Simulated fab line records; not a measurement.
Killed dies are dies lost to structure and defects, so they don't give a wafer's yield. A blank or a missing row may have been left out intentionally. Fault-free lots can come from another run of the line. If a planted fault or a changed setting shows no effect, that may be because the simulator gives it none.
fab line records	flow sky130
record: lots: 24	wafers: 72	last-day: 51
route steps=708 shown VT_ADJUST_PCH@152 LDD_P@266 METAL3@534 CAPM@540 VIA3@574
lots that met no fault: taken from a fault-free run of the same line
start-h: the number of hours between the record's first day and the start of the first shown wafer of the lot	wait-h: how many hours have passed since the lot's step before this one	" same as the row above	L1.1+2: a single row standing in for several wafers	- either no value or no given start	* or withheld: withheld	< > ~ a bound
route shown NAME@n: names a module that has steps shown in the file, with the first one's number in the route	usual: average and standard deviation across the fault-free wafers	same: alike in all rows	chamber/n: place in a boat	sites: per-site readings	_std_site: standard deviation of those values	_edge_site: outer sites' mean less inner sites'	radius-mm: how far each site lies from the wafer's centre	mask NAME#n: copy n	behind: the tool/chamber that last shaped the wafer	hold: what put the lot on hold/how long, in hours/how the hold closed	device: the transistor (n, p or np) that didn't switch	end of line: the route-end tests of the same wafers	for a step that has no rows: nothing shown but its recipe	killed: not the wafer's yield, but the dies lost to structure and defects at the first sort	map: dies across one wafer; x = killed, . = not, _ = none there
set.NAME: the run value of the setting; set.NAME@STEP: its run value at that earlier step	model.NAME: the simulator's own value behind a step, which no gauge read
the route's steps for a sample of lots (tables are steps, rows are wafers)
services: a tool's chamber out of use, with start hour (start-h, from the record's first day; less than 0 if before it), hours out, and reason
== steps ==
step: SKY_VT_ADJUST_PCH_STRIP_09
recipe: chemistry: O2/N2	power-w: 1400	pressure-mtorr: 1500	platen-temp-c: withheld	o2-flow-sccm: 3000	n2-flow-sccm: 300	overash-fraction: 0.5
usual: drypump-motor-current-A: 6.0/0.39	oes-product-au: 0.722/0.0043	strip-time-to-endpoint-s: 36.91/0.11
lot.wafer	tool	chamber	start-h	wait-h	drypump-motor-current-A	oes-product-au	rf-hours-counter-h	strip-time-to-endpoint-s
L074.1	plasma-asher-03	0	231.88	0.1	5.8	0.722	53	37.13
L074.2	"	1	"	"	6.5	0.720	53	37.04
L074.3	"	1	"	"	6.5	0.729	-	37.00
L075.3	plasma-asher-01	1	237.57	0.1	5.9	0.722	-	36.87
L075.5	"	0	"	"	6.2	0.721	-	36.83
L075.6	"	1	"	"	5.9	0.725	-	36.83
L076.2	plasma-asher-01	1	245.98	0.1	5.9	0.721	42	36.72
L076.4	"	1	"	"	5.9	0.725	-	36.65
L076.5	"	1	"	"	5.9	0.726	-	36.69
L077.1	plasma-asher-01	0	255.74	0.1	6.2	0.721	43	36.93
L077.2	"	1	"	"	5.9	0.725	43	36.75
L077.5	"	1	"	"	5.9	0.719	-	36.78
L078.1	plasma-asher-02	1	260.28	0.1	5.2	0.718	14	36.75
L078.4	"	0	"	"	6.4	0.726	-	36.84
L078.6	"	1	"	"	5.2	0.723	-	36.69
L079.1	plasma-asher-02	1	266.74	0.1	5.2	0.724	15	36.88
L079.2	"	0	"	"	6.4	0.725	15	37.07
L079.5	"	0	"	"	6.3	0.726	-	36.95
L080.1	plasma-asher-03	0	272.69	0.1	5.8	0.721	57	36.77
L080.2	"	1	"	"	6.5	0.721	57	36.97
L080.3	"	0	"	"	5.8	0.725	-	36.78
L081.1	plasma-asher-02	1	278.59	0.1	5.2	0.724	16	36.84
L081.3	"	1	"	"	5.2	0.723	-	36.88
L081.4	"	0	"	"	6.3	0.720	-	36.82
L082.1	plasma-asher-02	1	294.54	0.1	5.2	0.720	18	36.84
L082.2	"	0	"	"	6.4	0.725	18	36.76
L082.4	"	0	"	"	6.4	0.724	-	36.78
L083.1	plasma-asher-01	1	297.30	0.1	5.9	0.712	46	37.07
L083.4	"	0	"	"	6.2	0.725	-	36.87
L083.6	"	1	"	"	5.9	0.724	-	36.99
L084.1	plasma-asher-03	1	306.78	0.1	6.5	0.726	60	36.66
L084.3	"	0	"	"	5.8	0.723	-	36.68
L084.4	"	1	"	"	6.5	0.724	-	36.73
L085.2	plasma-asher-03	1	308.54	0.1	6.5	0.726	60	36.99
L085.4	"	0	"	"	5.8	0.718	-	36.93
L085.5	"	1	"	"	6.5	0.719	-	37.02
L086.2	plasma-asher-03	0	314.84	0.1	5.8	0.723	61	36.84
L086.4	"	0	"	"	5.8	0.725	-	36.91
L086.5	"	1	"	"	6.5	0.720	-	36.89
L087.4	plasma-asher-03	0	324.42	0.1	5.8	0.720	-	36.96
L087.5	"	1	"	"	6.5	0.721	-	37.10
L087.6	"	0	"	"	5.8	0.720	-	37.00
L088.1	plasma-asher-01	0	333.29	0.1	6.2	0.727	50	36.86
L088.5	"	0	"	"	6.2	0.717	-	36.88
L088.6	"	1	"	"	5.9	0.720	-	36.88
L089.1	plasma-asher-01	1	339.53	0.1	5.9	0.726	50	37.07
L089.5	"	0	"	"	6.2	0.724	-	36.87
L089.6	"	1	"	"	5.9	0.720	-	37.00
L090.2	plasma-asher-01	1	348.74	0.1	5.9	0.717	52	36.97
L090.3	"	1	"	"	5.9	0.719	-	37.04
L090.4	"	0	"	"	6.2	0.711	-	36.88
L092.3	plasma-asher-03	0	365.87	0.1	5.8	0.728	-	36.94
L092.5	"	1	"	"	6.5	0.734	-	36.93
L092.6	"	0	"	"	5.8	0.712	-	36.86
L091.1	plasma-asher-03	0	367.08	0.1	5.8	0.723	67	36.87
L091.2	"	1	"	"	6.5	0.724	67	36.93
L091.4	"	1	"	"	6.5	0.719	-	36.92
L093.1	plasma-asher-01	1	372.53	0.1	5.9	0.722	55	36.91
L093.5	"	0	"	"	6.2	0.719	-	36.98
L093.6	"	1	"	"	5.9	0.722	-	36.86
L094.1	plasma-asher-01	0	382.44	0.1	6.2	0.724	56	36.91
L094.2	"	1	"	"	5.9	0.729	56	36.96
L094.6	"	0	"	"	6.1	0.719	-	36.97
L096.1	plasma-asher-02	0	398.98	0.1	6.3	0.727	23	36.97
L096.3	"	0	"	"	6.4	0.726	-	37.01
L096.4	"	1	"	"	5.2	0.724	-	37.04
L095.1	plasma-asher-02	1	399.44	0.1	5.2	0.724	23	37.06
L095.2	"	0	"	"	6.3	0.721	23	36.96
L095.4	"	0	"	"	6.4	0.726	-	36.92
L097.1	plasma-asher-01	1	415.24	0.1	5.9	0.720	59	36.95
L097.5	"	0	"	"	6.2	0.717	-	36.89
L097.6	"	1	"	"	5.9	0.728	-	36.96
step: SKY_LDD_P_TW_MEAS_11
usual: LDD_P_TW: 637/3.8
lot.wafer	tool	chamber	start-h	wait-h	LDD_P_TW
L074.1	film-metro-01	-	437.91	0.1	638
L074.2	"	-	"	"	638
L074.3	"	-	"	"	641
L075.3	film-metro-01	-	446.88	0.1	638
L075.5	"	-	"	"	640
L075.6	"	-	"	"	641
L076.2	film-metro-02	-	455.21	0.1	635
L076.4	"	-	"	"	637
L076.5	"	-	"	"	638
L077.1	film-metro-02	-	471.55	0.1	633
L077.2	"	-	"	"	633
L077.5	"	-	"	"	632
L079.1	film-metro-03	-	492.16	0.1	639
L079.2	"	-	"	"	645
L079.5	"	-	"	"	642
L080.1	film-metro-02	-	492.41	0.1	632
L080.2	"	-	"	"	633
L080.3	"	-	"	"	630
L078.1	film-metro-01	-	493.31	0.1	638
L078.4	"	-	"	"	638
L078.6	"	-	"	"	641
L081.1	film-metro-02	-	499.16	0.1	631
L081.3	"	-	"	"	629
L081.4	"	-	"	"	630
L082.1	film-metro-03	-	518.46	0.1	640
L082.2	"	-	"	"	639
L082.4	"	-	"	"	637
L083.1	film-metro-01	-	520.31	0.1	635
L083.4	"	-	"	"	638
L083.6	"	-	"	"	637
L085.2	film-metro-01	-	535.22	0.1	634
L085.4	"	-	"	"	634
L085.5	"	-	"	"	637
L084.1	film-metro-03	-	535.36	0.1	638
L084.3	"	-	"	"	642
L084.4	"	-	"	"	641
L086.2	film-metro-03	-	540.77	0.1	640
L086.4	"	-	"	"	637
L086.5	"	-	"	"	638
L087.4	film-metro-01	-	550.79	0.1	634
L087.5	"	-	"	"	634
L087.6	"	-	"	"	636
L088.1	film-metro-02	-	560.10	0.1	632
L088.5	"	-	"	"	633
L088.6	"	-	"	"	637
L089.1	film-metro-02	-	570.21	0.1	637
L089.5	"	-	"	"	632
L089.6	"	-	"	"	635
L090.2	film-metro-02	-	580.31	0.1	635
L090.3	"	-	"	"	637
L090.4	"	-	"	"	634
L092.3	film-metro-03	-	597.48	0.1	638
L092.5	"	-	"	"	644
L092.6	"	-	"	"	640
L091.1	film-metro-02	-	599.81	0.1	635
L091.2	"	-	"	"	635
L091.4	"	-	"	"	637
L093.1	film-metro-02	-	605.67	0.1	633
L093.5	"	-	"	"	633
L093.6	"	-	"	"	636
L094.1	film-metro-01	-	613.36	0.1	638
L094.2	"	-	"	"	636
L094.6	"	-	"	"	640
L096.1	film-metro-03	-	626.25	0.1	645
L096.3	"	-	"	"	648
L096.4	"	-	"	"	644
L095.1	film-metro-01	-	630.66	0.1	641
L095.2	"	-	"	"	640
L095.4	"	-	"	"	641
L097.1	film-metro-02	-	645.25	0.1	632
L097.5	"	-	"	"	633
L097.6	"	-	"	"	633
step: SKY_METAL3_SPUTTER_02
recipe: material: AlCu	target-thk-nm: 735	power-w: 10600	time-s: 39.1	chamber-pressure-pa: 0.4
usual: throttle-valve-pct: 29.9/1
lot.wafer	tool	chamber	start-h	wait-h	throttle-valve-pct
L074.1	pvd-sputter-01	-	857.18	0.0	30.4
L074.2	"	-	"	"	29.6
L074.3	"	-	"	"	29.9
L075.3	pvd-sputter-03	-	867.13	0.0	28.8
L075.5	"	-	"	"	30.0
L075.6	"	-	"	"	30.1
L076.2	pvd-sputter-01	-	871.68	0.0	30.5
L076.4	"	-	"	"	29.7
L076.5	"	-	"	"	29.9
L077.1	pvd-sputter-01	-	886.11	0.0	29.8
L077.2	"	-	"	"	29.9
L077.5	"	-	"	"	30.0
L079.1	pvd-sputter-03	-	905.24	0.0	30.1
L079.2	"	-	"	"	29.8
L079.5	"	-	"	"	30.2
L080.1	pvd-sputter-01	-	906.23	0.0	29.9
L080.2	"	-	"	"	29.5
L080.3	"	-	"	"	30.4
L078.1	pvd-sputter-03	-	906.47	0.0	28.5
L078.4	"	-	"	"	31.4
L078.6	"	-	"	"	30.1
L081.1	pvd-sputter-03	-	909.03	0.0	29.8
L081.3	"	-	"	"	31.2
L081.4	"	-	"	"	28.6
L082.1	pvd-sputter-03	-	927.88	0.0	30.3
L082.2	"	-	"	"	29.8
L082.4	"	-	"	"	28.8
L083.1	pvd-sputter-02	-	930.59	0.0	29.3
L083.4	"	-	"	"	31.4
L083.6	"	-	"	"	29.1
L085.2	pvd-sputter-03	-	935.58	0.0	30.1
L085.4	"	-	"	"	28.6
L085.5	"	-	"	"	28.5
L084.1	pvd-sputter-03	-	941.38	0.0	30.0
L084.3	"	-	"	"	31.3
L084.4	"	-	"	"	29.8
L086.2	pvd-sputter-02	-	945.63	0.0	27.0
L086.4	"	-	"	"	29.9
L086.5	"	-	"	"	27.2
L087.4	pvd-sputter-02	-	955.30	0.0	31.4
L087.5	"	-	"	"	29.4
L087.6	"	-	"	"	31.6
L088.1	pvd-sputter-01	-	960.38	0.0	30.2
L088.5	"	-	"	"	30.6
L088.6	"	-	"	"	29.8
L089.1	pvd-sputter-03	-	969.49	0.0	31.4
L089.5	"	-	"	"	31.4
L089.6	"	-	"	"	29.9
L090.2	pvd-sputter-03	-	976.12	0.0	30.0
L090.3	"	-	"	"	30.0
L090.4	"	-	"	"	28.8
L092.3	pvd-sputter-02	-	989.45	0.0	29.1
L092.5	"	-	"	"	29.2
L092.6	"	-	"	"	31.6
L091.1	pvd-sputter-01	-	994.97	0.0	29.5
L091.2	"	-	"	"	30.3
L091.4	"	-	"	"	29.6
L093.1	pvd-sputter-02	-	995.98	0.0	29.3
L093.5	"	-	"	"	29.9
L093.6	"	-	"	"	29.0
L094.1	pvd-sputter-01	-	1003.78	0.0	29.8
L094.2	"	-	"	"	29.6
L094.6	"	-	"	"	30.1
L096.1	pvd-sputter-02	-	1010.98	0.0	30.0
L096.3	"	-	"	"	29.5
L096.4	"	-	"	"	30.1
L095.1	pvd-sputter-01	-	1016.35	0.0	30.0
L095.2	"	-	"	"	30.3
L095.4	"	-	"	"	30.4
L097.1	pvd-sputter-02	-	1029.32	0.0	31.7
L097.5	"	-	"	"	30.1
L097.6	"	-	"	"	27.5
step: SKY_CAPM_RS_MEAS_03
recipe: thk-meas-gauge: four-point-probe	reads: TiN_of_CAPM_SPUTTER_02
usual: CAPM_TIN_RS: 6.86/0.083
lot.wafer	tool	chamber	start-h	wait-h	CAPM_TIN_RS[ohm/sq]
L074.1	film-metro-03	-	857.48	0.1	6.93
L074.2	"	-	"	"	6.97
L074.3	"	-	"	"	7.00
L075.3	film-metro-02	-	867.47	0.1	6.74
L075.5	"	-	"	"	6.73
L075.6	"	-	"	"	6.72
L076.2	film-metro-03	-	872.00	0.1	6.78
L076.4	"	-	"	"	6.87
L076.5	"	-	"	"	6.82
L077.1	film-metro-01	-	886.41	0.1	6.86
L077.2	"	-	"	"	6.84
L077.5	"	-	"	"	6.83
L079.1	film-metro-01	-	905.53	0.1	6.75
L079.2	"	-	"	"	6.79
L079.5	"	-	"	"	6.75
L080.1	film-metro-01	-	906.53	0.1	6.82
L080.2	"	-	"	"	6.88
L080.3	"	-	"	"	6.83
L078.1	film-metro-02	-	906.77	0.1	6.83
L078.4	"	-	"	"	6.85
L078.6	"	-	"	"	6.82
L081.1	film-metro-01	-	909.32	0.1	6.75
L081.3	"	-	"	"	6.76
L081.4	"	-	"	"	6.82
L082.1	film-metro-01	-	928.17	0.1	6.81
L082.2	"	-	"	"	6.83
L082.4	"	-	"	"	6.76
L083.1	film-metro-02	-	930.88	0.1	7.07
L083.4	"	-	"	"	7.03
L083.6	"	-	"	"	7.08
L085.2	film-metro-03	-	935.90	0.1	6.97
L085.4	"	-	"	"	6.90
L085.5	"	-	"	"	6.89
L084.1	film-metro-02	-	941.68	0.1	6.88
L084.3	"	-	"	"	6.84
L084.4	"	-	"	"	6.87
L086.2	film-metro-01	-	945.94	0.1	6.88
L086.4	"	-	"	"	6.88
L086.5	"	-	"	"	6.89
L087.4	film-metro-01	-	955.65	0.1	6.98
L087.5	"	-	"	"	6.95
L087.6	"	-	"	"	7.03
L088.1	film-metro-02	-	960.68	0.1	6.91
L088.5	"	-	"	"	6.92
L088.6	"	-	"	"	6.87
L089.1	film-metro-02	-	969.78	0.1	6.87
L089.5	"	-	"	"	6.89
L089.6	"	-	"	"	6.91
L090.2	film-metro-01	-	976.44	0.1	6.89
L090.3	"	-	"	"	6.88
L090.4	"	-	"	"	6.95
L092.3	film-metro-02	-	989.78	0.1	6.87
L092.5	"	-	"	"	6.94
L092.6	"	-	"	"	6.95
L091.1	film-metro-03	-	995.26	0.1	6.79
L091.2	"	-	"	"	6.79
L091.4	"	-	"	"	6.76
L093.1	film-metro-01	-	996.28	0.1	6.79
L093.5	"	-	"	"	6.82
L093.6	"	-	"	"	6.78
L094.1	film-metro-01	-	1004.13	0.1	6.80
L094.2	"	-	"	"	6.86
L094.6	"	-	"	"	6.80
L096.1	film-metro-01	-	1011.28	0.1	6.97
L096.3	"	-	"	"	6.97
L096.4	"	-	"	"	6.99
L095.1	film-metro-01	-	1016.64	0.1	6.69
L095.2	"	-	"	"	6.68
L095.4	"	-	"	"	6.72
L097.1	film-metro-02	-	1029.61	0.1	6.83
L097.5	"	-	"	"	6.86
L097.6	"	-	"	"	6.81
step: SKY_VIA3_THK_MEAS_01
recipe: reads: SiO2_of_VIA3_HDPCVD_00
usual: VIA3_HDPCVD_THK: 1634/20
lot.wafer	tool	chamber	start-h	wait-h	VIA3_HDPCVD_THK[nm]
L074.1	film-metro-01	-	911.52	0.1	1665
L074.2	"	-	"	"	1611
L074.3	"	-	"	"	1620
L075.3	film-metro-01	-	920.46	0.1	1633
L075.5	"	-	"	"	1619
L075.6	"	-	"	"	1647
L076.2	film-metro-01	-	924.70	0.1	1633
L076.4	"	-	"	"	1629
L076.5	"	-	"	"	1618
L077.1	film-metro-01	-	938.68	0.1	1660
L077.2	"	-	"	"	1648
L077.5	"	-	"	"	1629
L079.1	film-metro-04	-	956.40	0.1	1631
L079.2	"	-	"	"	1665
L079.5	"	-	"	"	1628
L080.1	film-metro-01	-	957.79	0.1	1638
L080.2	"	-	"	"	1603
L080.3	"	-	"	"	1591
L078.1	film-metro-01	-	958.14	0.1	1610
L078.4	"	-	"	"	1628
L078.6	"	-	"	"	1606
L081.1	film-metro-04	-	960.54	0.1	1612
L081.3	"	-	"	"	1619
L081.4	"	-	"	"	1607
L082.1	film-metro-04	-	978.70	0.1	1660
L082.2	"	-	"	"	1665
L082.4	"	-	"	"	1660
L083.1	film-metro-03	-	981.24	0.1	1612
L083.4	"	-	"	"	1597
L083.6	"	-	"	"	1622
L085.2	film-metro-04	-	986.44	0.1	1603
L085.4	"	-	"	"	1639
L085.5	"	-	"	"	1615
L084.1	film-metro-03	-	992.68	0.1	1643
L084.3	"	-	"	"	1625
L084.4	"	-	"	"	1640
L086.2	film-metro-04	-	996.45	0.1	1669
L086.4	"	-	"	"	1644
L086.5	"	-	"	"	1634
L087.4	film-metro-04	-	1005.86	0.0	1619
L087.5	"	-	"	"	1636
L087.6	"	-	"	"	1659
L088.1	film-metro-01	-	1010.26	0.1	1646
L088.5	"	-	"	"	1632
L088.6	"	-	"	"	1620
L089.1	film-metro-04	-	1018.80	0.1	1637
L089.5	"	-	"	"	1648
L089.6	"	-	"	"	1646
L090.2	film-metro-03	-	1025.36	0.1	1593
L090.3	"	-	"	"	1624
L090.4	"	-	"	"	1616
L092.3	film-metro-01	-	1037.67	0.1	1590
L092.5	"	-	"	"	1631
L092.6	"	-	"	"	1605
L091.1	film-metro-03	-	1043.63	0.1	1661
L091.2	"	-	"	"	1602
L091.4	"	-	"	"	1648
L093.1	film-metro-01	-	1044.31	0.1	1626
L093.5	"	-	"	"	1646
L093.6	"	-	"	"	1653
L094.1	film-metro-04	-	1052.17	0.1	1649
L094.2	"	-	"	"	1664
L094.6	"	-	"	"	1639
L096.1	film-metro-04	-	1059.90	0.1	1641
L096.3	"	-	"	"	1642
L096.4	"	-	"	"	1644
L095.1	film-metro-04	-	1063.99	0.1	1635
L095.2	"	-	"	"	1643
L095.4	"	-	"	"	1646
L097.1	film-metro-03	-	1075.08	0.1	1630
L097.5	"	-	"	"	1670
L097.6	"	-	"	"	1656
step: SKY_VIA3_STRIP_16
recipe: chemistry: O2/N2	power-w: 1400	pressure-mtorr: 1500	platen-temp-c: withheld	o2-flow-sccm: 3000	n2-flow-sccm: 300	overash-fraction: 0.5
usual: drypump-motor-current-A: 6.12/0.25	oes-product-au: 0.402/0.005	strip-time-to-endpoint-s: 4.124/0.027
lot.wafer	tool	chamber	start-h	wait-h	drypump-motor-current-A	oes-product-au	rf-hours-counter-h	strip-time-to-endpoint-s
L074.1	plasma-asher-01	1	937.06	0.0	5.91	0.405	109	4.114
L074.2	"	0	"	"	6.17	0.397	109	4.073
L074.3	"	0	"	"	6.17	0.401	-	4.085
L075.3	plasma-asher-01	1	945.74	0.1	5.90	0.412	-	4.150
L075.5	"	0	"	"	6.15	0.397	-	4.091
L075.6	"	1	"	"	5.93	0.397	-	4.119
L076.2	plasma-asher-01	0	949.81	0.0	6.18	0.412	110	4.146
L076.4	"	0	"	"	6.17	0.404	-	4.139
L076.5	"	0	"	"	6.16	0.400	-	4.143
L077.1	plasma-asher-04	0	963.61	0.0	6.08	0.393	53	4.096
L077.2	"	1	"	"	6.22	0.403	53	4.087
L077.5	"	1	"	"	6.22	0.394	-	4.076
L079.1	plasma-asher-03	1	980.86	0.0	6.53	0.399	24	4.093
L079.2	"	0	"	"	5.77	0.400	24	4.102
L079.5	"	0	"	"	5.80	0.405	-	4.144
L080.1	plasma-asher-04	0	981.81	0.0	6.07	0.403	55	4.119
L080.2	"	1	"	"	6.22	0.404	55	4.167
L080.3	"	1	"	"	6.24	0.402	-	4.149
L078.1	plasma-asher-01	0	982.65	0.0	6.17	0.407	113	4.141
L078.4	"	0	"	"	6.16	0.408	-	4.144
L078.6	"	0	"	"	6.18	0.403	-	4.133
L081.1	plasma-asher-03	0	985.21	0.0	5.81	0.410	24	4.191
L081.3	"	1	"	"	6.53	0.409	-	4.151
L081.4	"	0	"	"	5.81	0.406	-	4.141
L082.1	plasma-asher-04	1	1003.81	0.0	6.25	0.401	57	4.149
L082.2	"	0	"	"	5.99	0.405	57	4.135
L082.4	"	1	"	"	6.25	0.401	-	4.145
L083.1	plasma-asher-04	0	1005.91	0.0	6.09	0.406	57	4.132
L083.4	"	1	"	"	6.24	0.407	-	4.101
L083.6	"	0	"	"	6.07	0.392	-	4.114
L085.2	plasma-asher-01	0	1011.11	0.0	6.17	0.402	116	4.158
L085.4	"	0	"	"	6.19	0.406	-	4.110
L085.5	"	1	"	"	5.90	0.406	-	4.100
L084.1	plasma-asher-03	1	1017.00	0.0	6.49	0.404	27	4.177
L084.3	"	0	"	"	5.79	0.394	-	4.117
L084.4	"	1	"	"	6.51	0.396	-	4.152
L086.2	plasma-asher-03	0	1021.21	0.0	5.80	0.402	28	4.135
L086.4	"	1	"	"	6.47	0.400	-	4.097
L086.5	"	1	"	"	6.47	0.391	-	4.122
L087.4	plasma-asher-01	0	1029.55	0.1	6.17	0.409	-	4.129
L087.5	"	1	"	"	5.88	0.402	-	4.167
L087.6	"	0	"	"	6.16	0.399	-	4.116
L088.1	plasma-asher-03	1	1033.05	0.0	6.52	0.409	29	4.179
L088.5	"	0	"	"	5.78	0.402	-	4.154
L088.6	"	1	"	"	6.49	0.410	-	4.191
L089.1	plasma-asher-03	0	1042.56	0.0	5.79	0.395	30	4.097
L089.5	"	1	"	"	6.52	0.399	-	4.104
L089.6	"	0	"	"	5.81	0.401	-	4.102
L090.2	plasma-asher-03	0	1048.50	0.0	5.80	0.395	30	4.099
L090.3	"	1	"	"	6.53	0.402	-	4.078
L090.4	"	0	"	"	5.80	0.408	-	4.126
L092.3	plasma-asher-03	0	1060.69	0.1	5.82	0.395	-	4.114
L092.5	"	1	"	"	6.51	0.400	-	4.101
L092.6	"	0	"	"	5.82	0.407	-	4.136
L091.1	plasma-asher-04	0	1066.51	0.0	6.10	0.399	63	4.110
L091.2	"	1	"	"	6.21	0.400	63	4.092
L091.4	"	0	"	"	6.08	0.395	-	4.094
L093.1	plasma-asher-03	1	1066.81	0.0	6.52	0.412	32	4.126
L093.5	"	1	"	"	6.51	0.404	-	4.119
L093.6	"	0	"	"	5.78	0.405	-	4.125
L094.1	plasma-asher-04	0	1074.21	0.0	6.09	0.399	64	4.106
L094.2	"	1	"	"	6.25	0.404	64	4.103
L094.6	"	1	"	"	6.24	0.401	-	4.132
L096.1	plasma-asher-01	0	1081.71	0.0	6.15	0.397	2	4.120
L096.3	"	0	"	"	6.17	0.404	-	4.142
L096.4	"	1	"	"	5.90	0.401	-	4.115
L095.1	plasma-asher-04	0	1085.46	0.0	6.10	0.393	65	4.143
L095.2	"	1	"	"	6.24	0.403	65	4.107
L095.4	"	0	"	"	6.07	0.397	-	4.156
L097.1	plasma-asher-03	1	1096.46	0.0	6.51	0.408	36	4.089
L097.5	"	1	"	"	6.50	0.404	-	4.083
L097.6	"	0	"	"	5.82	0.406	-	4.091
== services ==
tool	chamber	start-h	hours	kind
plasma-asher-01	-	214.11	14.6	pm
plasma-asher-03	-	236.66	2.8	pm
pvd-sputter-03	-	325.89	2.2	repair
pvd-sputter-03	-	334.11	8.0	repair
pvd-sputter-03	-	412.45	5.6	repair
plasma-asher-01	-	413.22	0.4	repair
pvd-sputter-03	-	424.17	5.1	repair
plasma-asher-03	-	449.51	0.4	repair
plasma-asher-03	-	461.41	14.6	pm
plasma-asher-03	-	527.25	6.4	repair
plasma-asher-01	-	544.60	0.6	repair
plasma-asher-03	-	571.70	0.3	repair
pvd-sputter-03	-	605.06	2.8	repair
plasma-asher-01	-	618.26	0.8	repair
plasma-asher-01	-	619.28	1.6	repair
plasma-asher-01	-	636.11	13.7	repair
plasma-asher-01	-	668.12	1.2	repair
plasma-asher-01	-	716.65	28.1	pm
plasma-asher-03	-	733.80	9.0	pm
pvd-sputter-03	-	753.50	4.7	repair
plasma-asher-01	-	967.37	3.0	repair
pvd-sputter-03	-	1000.23	11.2	repair
plasma-asher-01	-	1055.25	9.0	pm
plasma-asher-01	-	1064.25	2.8	pm
== key ==
fault none
